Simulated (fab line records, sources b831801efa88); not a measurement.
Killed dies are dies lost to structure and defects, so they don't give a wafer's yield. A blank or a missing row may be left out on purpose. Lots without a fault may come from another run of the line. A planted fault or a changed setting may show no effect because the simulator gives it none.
Which tool did it? | flow sky130 | 6 lots, 18 wafers sampled, at 1 step of a route of 708

WHAT THE GAUGES READ, wafer by wafer
SKY_VT_ADJUST_LVTN_TW_MEAS_21.
lot  | measured     | on            | VT_ADJUST_LVTN_2_TW
L640 | day 8 05:16  | film_metro-04 | 188.5 189.4 188.0
L642 | day 8 15:15  | film_metro-03 | 188.7 187.9 188.9
L648 | day 10 03:52 | film_metro-01 | 185.2 186.8 187.9
L650 | day 10 17:43 | film_metro-01 | 186.2 185.8 186.4
L660 | day 13 11:59 | film_metro-01 | 184.6 184.6 184.9
L662 | day 14 06:46 | film_metro-01 | 185.1 185.1 185.2

WHICH TOOL RAN EACH LOT (tool, then ch and the chambers of the sampled wafers, then the start)
The record holds no process step before these readings.

THE ANSWER, worked out from the rows above alone
Rule: what is usual is taken from the lots themselves. Put in order of their means at a reading, lots are off if they are a third of the lots or fewer, leave a main group of 4 or more, and stand apart from it by a gap of 3 or more times the standard deviation of the main group's means; of several such gaps the widest counts. A main group whose means are all the same, to the digits that the tables above print for the reading, isn't used. A lot without any number at a reading at which 4 lots or more have one is off too. The other lots that the step has rows for count as sound.
No lot is off at any reading shown: from this, nothing can be told.

WHAT THE SIMULATOR HAD PUT IN
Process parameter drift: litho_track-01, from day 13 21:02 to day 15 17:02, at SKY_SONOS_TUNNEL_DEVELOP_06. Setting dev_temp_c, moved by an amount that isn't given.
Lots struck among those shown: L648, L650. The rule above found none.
